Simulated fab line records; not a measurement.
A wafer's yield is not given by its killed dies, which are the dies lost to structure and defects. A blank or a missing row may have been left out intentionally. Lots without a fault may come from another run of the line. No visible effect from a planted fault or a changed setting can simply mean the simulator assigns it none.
fab line records    flow sky130
record lots=5  wafers=15  last_day=50
route steps=708 shown LI_CONTACT@376 LOCAL_INTERCONNECT@387 PAD_OPEN@708
lots with no fault: from the same line, run without faults
start_h: start of the lot's first displayed wafer, in hours after the record's first day    wait_h: how many hours have passed since the lot's step before this one    " identical to the entry in the row above    L1.1+2: several wafers, shown together as one row    - no value, or no start given    * or withheld: withheld    < > ~ a bound
route shown NAME@n: names a module that has steps shown in the file, with the first one's number in the route    usual: average and standard deviation across the fault-free wafers    same: alike in all rows    chamber/n: place in a boat    sites: the reading at each site    _std_site: standard deviation of those values    _edge_site: inner sites' mean taken away from outer sites' mean    radius_mm: for every site, how far away it sits from the centre of the wafer    mask NAME#n: copy n    behind: tool/chamber where the wafer was last shaped    hold: why the lot went on hold/how many hours it stayed there/how the hold came to an end    device: whichever transistor did not switch (one of n, p or np)    end of line: the same wafers' tests at the end of the route    a step with no rows: only its recipe    killed: dies that structure and defects cost at the first sort, which is not the same as the wafer's yield    map: dies across one wafer; x = killed, . = not, _ = none there
set.NAME: the setting that was run; set.NAME@STEP: the one run at that earlier step    model.NAME: the simulator's own value behind a step, which no gauge read
a table for each step, a row for each wafer; lots at some steps of the route
services: from which hour (start_h, from the record's first day; less than 0 if before it) a tool's chamber was out of use, for how many hours, and why
## steps
# step SKY_LI_CONTACT_ETCH_14
# recipe chemistry=N2/H2  target=BARC  ion_energy_ev=200  source_w=500  bias_w=101.1  pressure_mtorr=30  n2_flow_sccm=100  h2_flow_sccm=200  stop_on=SiO2  time_s=45.9  target_depth_a=600
# step SKY_LI_CONTACT_ETCH_15
# recipe target=PSG  chemistry=C4F8/O2/Ar  stop_on=Si  taper_deg=4.15  mask_material=KrF-thick  source_w=1500  bias_w=1200  pressure_mtorr=40  c4f8_flow_sccm=withheld  O2_flow_sccm=6  Ar_flow_sccm=300  time_s=withheld  target_depth_a=6000
# step SKY_LI_CONTACT_STRIP_16
# recipe chemistry=O2/N2  power_w=1400  pressure_mtorr=1500  platen_temp_c=withheld  o2_flow_sccm=3000  n2_flow_sccm=300  overash_fraction=0.5
# step SKY_LI_CONTACT_CLEAN_17
# recipe chemistry=NMP  time_s=600  temp_c=60  dry=n2_spin
# step SKY_LI_CONTACT_PRE_CLEAN_18
# recipe gas=Ar  time_s=5.6  bias_v=358
# step SKY_LI_CONTACT_SPUTTER_19
# recipe material=Ti  target_thk_nm=20  chamber_pressure_pa=5  power_w=2500  substrate_temp_c=200  time_s=106.37
# step SKY_LI_CONTACT_SPUTTER_20
# recipe material=TiN  target_thk_nm=20  chamber_pressure_pa=4.86  power_w=4000  time_s=80
# step SKY_LI_CONTACT_CVD_21
# recipe material=W  target_thk_nm=400  time_s=120.56  temp_c=400  pressure_torr=40
# step SKY_LI_CONTACT_CMP_24
# recipe stop_on=PSG  t_overpolish_s=20  down_force_psi=3.5  platen_rpm=60  target_thk_nm=0  pad_velocity_m_s=0.94248
# step SKY_LOCAL_INTERCONNECT_SPUTTER_00
# recipe material=TiN  target_thk_nm=100  temp_c=300  power_w=6500  time_s=83.3  chamber_pressure_pa=0.4
# usual substrate_temp_c=299.99/0.2  throttle_valve_pct=29.9/1
lot.wafer  tool            chamber  start_h  wait_h  substrate_temp_c  throttle_valve_pct  model.TiN_of_LOCAL_INTERCONNECT_SPUTTER_00.thk_nm
L650.1     pvd_sputter-01  -        746.61   0.2     300.16            31.3                121.6
L650.2     "               -        "        "       299.75            30.3                120.1
L650.3     "               -        "        "       299.87            30.6                121.8
L653.1     pvd_sputter-01  -        769.01   0.2     299.69            30.3                122.8
L653.2     "               -        "        "       300.06            30.3                121.8
L653.6     "               -        "        "       299.76            30.1                122.3
L654.2     pvd_sputter-01  -        771.46   0.1     299.93            31.6                121
L654.5     "               -        "        "       300.34            30.1                119.9
L654.6     "               -        "        "       300.14            30.8                120.9
L661.1     pvd_sputter-02  -        823.18   0.2     300.03            29.6                100.3
L661.2     "               -        "        "       299.74            29.2                100.2
L661.5     "               -        "        "       299.99            29.2                100.3
L664.1     pvd_sputter-01  -        837.32   0.1     299.80            30.7                99.78
L664.2     "               -        "        "       299.97            30.7                98.64
L664.4     "               -        "        "       299.88            30.5                100.2
# step SKY_LOCAL_INTERCONNECT_RS_MEAS_01
# recipe thk_meas_gauge=four-point-probe  reads=TiN_of_LOCAL_INTERCONNECT_SPUTTER_00
# usual LOCAL_INTERCONNECT_TIN_RS=14.12/0.16
lot.wafer  tool           chamber  start_h  wait_h  LOCAL_INTERCONNECT_TIN_RS[ohm/sq]
L650.1     film_metro-03  -        746.67   0.0     11.53
L650.2     "              -        "        "       11.66
L650.3     "              -        "        "       11.52
L653.1     film_metro-03  -        769.07   0.0     11.41
L653.2     "              -        "        "       11.52
L653.6     "              -        "        "       11.48
L654.2     film_metro-02  -        771.54   0.1     11.59
L654.5     "              -        "        "       11.69
L654.6     "              -        "        "       11.59
L661.1     film_metro-03  -        823.25   0.0     14.14
L661.2     "              -        "        "       14.11
L661.5     "              -        "        "       14.09
L664.1     film_metro-02  -        837.39   0.0     14.22
L664.2     "              -        "        "       14.36
L664.4     "              -        "        "       14.14
# step SKY_LOCAL_INTERCONNECT_THK_MEAS_02
# recipe thk_meas_gauge=xrf  reads=TiN_of_LOCAL_INTERCONNECT_SPUTTER_00
# usual LOCAL_INTERCONNECT_TIN_THK=98.9/1.2
lot.wafer  tool           chamber  start_h  wait_h  LOCAL_INTERCONNECT_TIN_THK[nm]
L650.1     film_metro-03  -        746.79   0.1     120.1
L650.2     "              -        "        "       118.1
L650.3     "              -        "        "       119.8
L653.1     film_metro-03  -        769.19   0.1     120.0
L653.2     "              -        "        "       119.5
L653.6     "              -        "        "       119.4
L654.2     film_metro-02  -        771.65   0.1     119.6
L654.5     "              -        "        "       117.4
L654.6     "              -        "        "       119.1
L661.1     film_metro-03  -        823.37   0.1     97.9
L661.2     "              -        "        "       98.3
L661.5     "              -        "        "       98.0
L664.1     film_metro-02  -        837.51   0.1     99.1
L664.2     "              -        "        "       98.2
L664.4     "              -        "        "       99.8
# step SKY_LOCAL_INTERCONNECT_DEHYDRATE_03
# recipe temp_c=200  time_s=60
# step SKY_LOCAL_INTERCONNECT_HMDS_04
# recipe prime_time_s=60  prime_temp_c=120
# step SKY_LOCAL_INTERCONNECT_COAT_05
# recipe resist=BARC  temp_c=withheld  time_s=withheld  spin_rpm=3000  resist_thk_nm=60
# step SKY_LOCAL_INTERCONNECT_COAT_06
# recipe resist=KrF-thick  spin_rpm=3000  resist_thk_nm=450
# step SKY_LOCAL_INTERCONNECT_SOFTBAKE_07
# recipe temp_c=100  time_s=90  resist=KrF-thick
# step SKY_LOCAL_INTERCONNECT_EXPOSE_08
# recipe mask_id=LI1M  na=0.8  source_shape=annular  sigma_inner=0.55  sigma_outer=0.85  target_cd_nm=170  dose_mj=28
# step SKY_LOCAL_INTERCONNECT_PEB_09
# recipe peb_temp_c=withheld  peb_time_s=withheld  resist=KrF-thick
# step SKY_LOCAL_INTERCONNECT_DEVELOP_10
# recipe develop_time_s=60  resist=KrF-thick  dev_temp_c=21
# step SKY_LOCAL_INTERCONNECT_ETCH_13
# recipe chemistry=N2/H2  target=BARC  ion_energy_ev=200  bias_w=100  pressure_mtorr=30  n2_flow_sccm=100  h2_flow_sccm=200  icp_w=500  stop_on=SiO2  time_s=45.9  target_depth_a=600
# step SKY_LOCAL_INTERCONNECT_METAL_ETCH_14
# recipe target_depth_nm=110  stop_on=PSG  chemistry=Cl2/BCl3  target=TiN  resist_sidewall_deg=88  pressure_mtorr=10  icp_w=900  bias_w=48.5  Cl2_flow_sccm=60  bcl3_flow_sccm=30  time_s=31.4
# usual drypump_motor_current_A=6.0/0.39  oes_product_au=0.942/0.0073  throttle_valve_pct=21.901/0.0091
lot.wafer  tool          chamber  start_h  wait_h  drypump_motor_current_A  oes_product_au  rf_hours_counter_h  throttle_valve_pct
L650.1     rie_metal-01  0        774.06   0.0     6.1                      1.009           5                   21.858
L650.2     "             1        "        "       6.5                      0.986           4                   21.878
L650.3     "             1        "        "       6.5                      0.991           -                   21.882
L653.1     rie_metal-03  0        795.70   0.1     5.5                      0.982           5                   21.877
L653.2     "             0        "        "       5.6                      0.988           -                   21.882
L653.6     "             0        "        "       5.5                      0.981           -                   21.887
L654.2     rie_metal-04  1        798.06   0.0     6.4                      1.030           5                   21.843
L654.5     "             0        "        "       5.5                      1.010           -                   21.838
L654.6     "             1        "        "       6.4                      1.025           -                   21.840
L661.1     rie_metal-01  1        849.69   0.0     6.5                      0.946           6                   21.910
L661.2     "             0        "        "       6.2                      0.949           8                   21.898
L661.5     "             1        "        "       6.5                      0.940           -                   21.914
L664.1     rie_metal-04  1        863.34   0.0     6.4                      0.949           9                   21.909
L664.2     "             0        "        "       5.5                      0.933           18                  21.914
L664.4     "             0        "        "       5.5                      0.938           -                   21.898
# step SKY_LOCAL_INTERCONNECT_STRIP_15
# recipe chemistry=O2/N2  power_w=1400  pressure_mtorr=1500  platen_temp_c=withheld  o2_flow_sccm=3000  n2_flow_sccm=300  overash_fraction=0.5
# step SKY_LOCAL_INTERCONNECT_STRIP_16
# recipe chemistry=post_etch_residue_remover  time_s=1200  temp_c=72.5
# usual bath_guard_temp_C=72.5/0.58  bath_heat_duty_pct=13.9/1.4
lot.wafer  tool          chamber  start_h  wait_h  bath_guard_temp_C  bath_heat_duty_pct  model.TiN_of_LOCAL_INTERCONNECT_SPUTTER_00.thk_nm
L650.1     wet_bench-04  2        774.21   0.1     73.2               15.2                121.2
L650.2     "             2        "        "       72.6               16.6                119.7
L650.3     "             2        "        "       73.0               14.6                121.3
L653.1     wet_bench-02  2        795.91   0.1     72.7               12.7                122.4
L653.2     "             2        "        "       72.6               12.4                121.4
L653.6     "             2        "        "       73.1               12.2                121.9
L654.2     wet_bench-04  1        798.21   0.1     71.2               13.4                120.6
L654.5     "             1        "        "       71.1               13.2                119.5
L654.6     "             1        "        "       71.1               14.0                120.5
L661.1     wet_bench-04  1        849.84   0.1     71.6               13.0                99.85
L661.2     "             1        "        "       71.0               13.0                99.75
L661.5     "             1        "        "       71.4               12.9                99.92
L664.1     wet_bench-03  2        863.49   0.1     72.4               14.1                99.36
L664.2     "             2        "        "       72.5               15.6                98.22
L664.4     "             2        "        "       72.2               15.2                99.76
# step SKY_LOCAL_INTERCONNECT_CLEAN_17
# recipe chemistry=IPA  time_s=180  temp_c=25
# step SKY_PAD_OPEN_PROBE_99
# usual killed_at_M0_to_M3=45/7.1  killed_at_M4_up=3.0/1.8  killed_at_contacts=24/5.4  killed_at_front_end=16/4.9  killed_at_other=0.3/0.63  killed_dies=88/11  killed_on_rim=17/3.4  killed_open=47/7.4  killed_short=40/7
# same gross_dies=492  killed_at_back_side=0
lot.wafer  tool       chamber  start_h  wait_h  killed_at_M0_to_M3  killed_at_M4_up  killed_at_contacts  killed_at_front_end  killed_at_other  killed_dies  killed_on_rim  killed_open  killed_short
L650.1     prober-01  -        1126.62  0.1     48                  1                428                 15                   0                492          96             50           44
L650.2     prober-01  -        1126.67  0.1     48                  5                422                 17                   0                492          96             42           43
L650.3     prober-01  -        1126.72  0.2     44                  3                424                 21                   0                492          96             48           39
L653.1     prober-01  -        1140.02  0.1     53                  4                421                 13                   1                492          96             60           51
L653.2     prober-01  -        1140.07  0.1     49                  0                414                 29                   0                492          96             55           45
L653.6     prober-01  -        1140.27  0.2     49                  3                423                 17                   0                492          96             56           33
L654.2     prober-02  -        1141.89  0.1     36                  2                373                 19                   0                430          59             29           42
L654.5     prober-02  -        1142.04  0.2     51                  2                424                 15                   0                492          96             51           43
L654.6     prober-02  -        1142.09  0.2     47                  1                396                 22                   2                468          83             46           44
L661.1     prober-01  -        1177.64  0.1     39                  1                17                  10                   0                67           13             31           36
L661.2     prober-01  -        1177.69  0.1     43                  3                22                  14                   0                82           14             37           45
L661.5     prober-01  -        1177.84  0.2     42                  4                23                  10                   0                79           17             43           36
# killed by level:class
L650.1 LOCAL_INTERCONNECT:area_etch=398 CONTACT:geometric_particle:open=10 VIA1:geometric_particle:open=10 LI_CONTACT:geometric_particle:open=8 VIA3:geometric_particle:short=8 CONTACT:geometric_particle:short=7 VIA2:geometric_particle:open=7 FIELD_ISO:geometric_particle:open=6
L650.2 LOCAL_INTERCONNECT:area_etch=407 VIA1:geometric_particle:open=10 VIA3:geometric_particle:open=7 FIELD_ISO:geometric_particle:short=6 LI_CONTACT:geometric_particle:open=6 VIA1:geometric_particle:short=6 FIELD_ISO:geometric_particle:open=5 METAL3:geometric_particle:short=5
L650.3 LOCAL_INTERCONNECT:area_etch=405 VIA1:geometric_particle:open=10 CONTACT:geometric_particle:open=9 METAL1:geometric_particle:short=5 METAL2:geometric_particle:short=5 VIA2:geometric_particle:open=5 METAL3:geometric_particle:short=5 VIA3:geometric_particle:open=5
L653.1 LOCAL_INTERCONNECT:area_etch=381 CONTACT:geometric_particle:open=16 VIA1:geometric_particle:open=15 CONTACT:geometric_particle:short=8 VIA3:geometric_particle:open=8 LOCAL_INTERCONNECT:geometric_particle:short=7 METAL2:geometric_particle:short=6 VIA2:geometric_particle:open=6
L653.2 LOCAL_INTERCONNECT:area_etch=392 VIA1:geometric_particle:open=16 FIELD_ISO:geometric_particle:short=12 VIA3:geometric_particle:open=7 LI_CONTACT:geometric_particle:open=7 CONTACT:geometric_particle:open=7 FIELD_ISO:geometric_particle:open=6 POLY_GATE:geometric_particle:short=6
L653.6 LOCAL_INTERCONNECT:area_etch=403 VIA1:geometric_particle:open=16 CONTACT:geometric_particle:open=11 VIA3:geometric_particle:open=9 FIELD_ISO:geometric_particle:short=6 VIA2:geometric_particle:open=6 VIA1:geometric_particle:short=5 METAL2:geometric_particle:short=4
L654.2 LOCAL_INTERCONNECT:area_etch=359 FIELD_ISO:geometric_particle:short=8 METAL2:geometric_particle:short=6 VIA2:geometric_particle:short=6 VIA1:geometric_particle:open=5 VIA3:geometric_particle:open=4 FIELD_ISO:geometric_particle:open=4 LI_CONTACT:geometric_particle:open=4
L654.5 LOCAL_INTERCONNECT:area_etch=398 CONTACT:geometric_particle:open=13 VIA1:geometric_particle:open=10 METAL1:geometric_particle:short=8 VIA3:geometric_particle:open=7 FIELD_ISO:geometric_particle:open=6 LI_CONTACT:geometric_particle:open=5 VIA1:geometric_particle:short=5
L654.6 LOCAL_INTERCONNECT:area_etch=378 CONTACT:geometric_particle:open=11 VIA1:geometric_particle:open=8 METAL1:geometric_particle:short=7 METAL2:geometric_particle:short=7 VIA3:geometric_particle:open=7 POLY_GATE:geometric_particle:short=6 SPACER:geometric_particle:open=5
L661.1 VIA1:geometric_particle:open=13 LI_CONTACT:geometric_particle:open=7 VIA1:geometric_particle:short=6 METAL1:geometric_particle:short=6 CONTACT:geometric_particle:short=4 FIELD_ISO:geometric_particle:short=3 SONOS_ONO:geometric_particle:short=3 LOCAL_INTERCONNECT:geometric_particle:short=3
L661.2 METAL2:geometric_particle:short=9 LI_CONTACT:geometric_particle:open=8 VIA3:geometric_particle:open=8 CONTACT:geometric_particle:short=7 FIELD_ISO:geometric_particle:short=6 VIA1:geometric_particle:open=6 CONTACT:geometric_particle:open=5 FIELD_ISO:geometric_particle:open=4
L661.5 VIA1:geometric_particle:open=13 CONTACT:geometric_particle:open=9 VIA2:geometric_particle:open=8 LI_CONTACT:geometric_particle:open=7 FIELD_ISO:geometric_particle:short=5 POLY_GATE:geometric_particle:short=4 LI_CONTACT:geometric_particle:short=4 METAL1:geometric_particle:short=4
# map L650.1 (x killed, . not)
__________xxxxxxxxxx_________
________xxxxxxxxxxxxxx_______
______xxxxxxxxxxxxxxxxxx_____
_____xxxxxxxxxxxxxxxxxxxx____
____xxxxxxxxxxxxxxxxxxxxxx___
___xxxxxxxxxxxxxxxxxxxxxxxx__
__xxxxxxxxxxxxxxxxxxxxxxxxxx_
_xxxxxxxxxxxxxxxxxxxxxxxxxxxx
_xxxxxxxxxxxxxxxxxxxxxxxxxxxx
_xxxxxxxxxxxxxxxxxxxxxxxxxxxx
_xxxxxxxxxxxxxxxxxxxxxxxxxxxx
_xxxxxxxxxxxxxxxxxxxxxxxxxxxx
_xxxxxxxxxxxxxxxxxxxxxxxxxxxx
_xxxxxxxxxxxxxxxxxxxxxxxxxxxx
_xxxxxxxxxxxxxxxxxxxxxxxxxxxx
__xxxxxxxxxxxxxxxxxxxxxxxxxx_
___xxxxxxxxxxxxxxxxxxxxxxxx__
____xxxxxxxxxxxxxxxxxxxxxx___
_____xxxxxxxxxxxxxxxxxxxx____
______xxxxxxxxxxxxxxxxxx_____
________xxxxxxxxxxxxxx_______
__________xxxxxxxxxx_________
# map L653.1 (x killed, . not)
__________xxxxxxxxxx_________
________xxxxxxxxxxxxxx_______
______xxxxxxxxxxxxxxxxxx_____
_____xxxxxxxxxxxxxxxxxxxx____
____xxxxxxxxxxxxxxxxxxxxxx___
___xxxxxxxxxxxxxxxxxxxxxxxx__
__xxxxxxxxxxxxxxxxxxxxxxxxxx_
_xxxxxxxxxxxxxxxxxxxxxxxxxxxx
_xxxxxxxxxxxxxxxxxxxxxxxxxxxx
_xxxxxxxxxxxxxxxxxxxxxxxxxxxx
_xxxxxxxxxxxxxxxxxxxxxxxxxxxx
_xxxxxxxxxxxxxxxxxxxxxxxxxxxx
_xxxxxxxxxxxxxxxxxxxxxxxxxxxx
_xxxxxxxxxxxxxxxxxxxxxxxxxxxx
_xxxxxxxxxxxxxxxxxxxxxxxxxxxx
__xxxxxxxxxxxxxxxxxxxxxxxxxx_
___xxxxxxxxxxxxxxxxxxxxxxxx__
____xxxxxxxxxxxxxxxxxxxxxx___
_____xxxxxxxxxxxxxxxxxxxx____
______xxxxxxxxxxxxxxxxxx_____
________xxxxxxxxxxxxxx_______
__________xxxxxxxxxx_________
## services
tool            chamber  start_h  hours  kind
pvd_sputter-02  -        739.33   5.9    repair
wet_bench-04    -        761.84   1.4    repair
pvd_sputter-02  -        770.39   3.0    repair
rie_metal-03    1        780.63   4.1    repair
rie_metal-03    1        784.71   -      clean
rie_metal-03    1        784.71   22.6   scheduled_down
rie_metal-03    1        784.71   22.6   vent_cycle
rie_metal-01    -        823.20   2.8    pm
pvd_sputter-02  3        835.54   -      consumable_replace:kit
pvd_sputter-02  3        835.54   18.0   scheduled_down
pvd_sputter-02  3        835.54   18.0   vent_cycle
rie_metal-03    -        839.38   28.1   pm
pvd_sputter-02  -        849.06   1.5    repair
## key
first_sign step=SKY_LOCAL_INTERCONNECT_RS_MEAS_01  reading=LOCAL_INTERCONNECT_TIN_RS  direction=down  sigmas=16  usual=14.12  struck=11.55
effect step=SKY_LOCAL_INTERCONNECT_THK_MEAS_02  reading=LOCAL_INTERCONNECT_TIN_THK  direction=up  sigmas=17  usual=98.9  struck=119.2
effect step=SKY_LOCAL_INTERCONNECT_METAL_ETCH_14  reading=oes_product_au  direction=up  sigmas=7.9  usual=0.942  struck=1.000
effect step=SKY_PAD_OPEN_PROBE_99  reading=killed_at_contacts  direction=up  sigmas=73  usual=24  struck=414
model_effect step=SKY_LOCAL_INTERCONNECT_SPUTTER_00  value=TiN_of_LOCAL_INTERCONNECT_SPUTTER_00.thk_nm  without=100.2  struck=121.4
model_effect step=SKY_LOCAL_INTERCONNECT_STRIP_16  value=TiN_of_LOCAL_INTERCONNECT_SPUTTER_00.thk_nm  without=99.75  struck=120.9
more_kills_born_at SKY_LOCAL_INTERCONNECT_METAL_ETCH_14@rie_metal-01=1210  SKY_LOCAL_INTERCONNECT_METAL_ETCH_14@rie_metal-03=1176  SKY_LOCAL_INTERCONNECT_METAL_ETCH_14@rie_metal-04=1135
met_at SKY_LOCAL_INTERCONNECT_SPUTTER_00
struck_wafers L650.1,L650.2,L650.3,L653.1,L653.2,L653.6,L654.2,L654.5,L654.6
later_rows_left_out L650.1,L650.2,L650.3,L653.1,L653.2,L653.6,L654.2,L654.5,L654.6
tester_left_out L650,L653,L654
fault kind=process_parameter_drift  tool=pvd_sputter-01  chamber=-  onset_h=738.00  steps=SKY_LOCAL_INTERCONNECT_SPUTTER_00  channel=target_thk_nm  offset=21.189  shape=step  end_h=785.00  acts_in=these_recipes_only  stated=100
# tester_left_out: of these lots the tester's yield and bins aren't shown, on N5 and GAA mostly nor the transistor test; their killed dies are dies lost to structure and defects alone, not to doping, threshold or leakage, so they don't give the yield
# later_rows_left_out: the simulator's readings of these wafers behind a module that went badly wrong aren't trusted and aren't shown, but for the sort
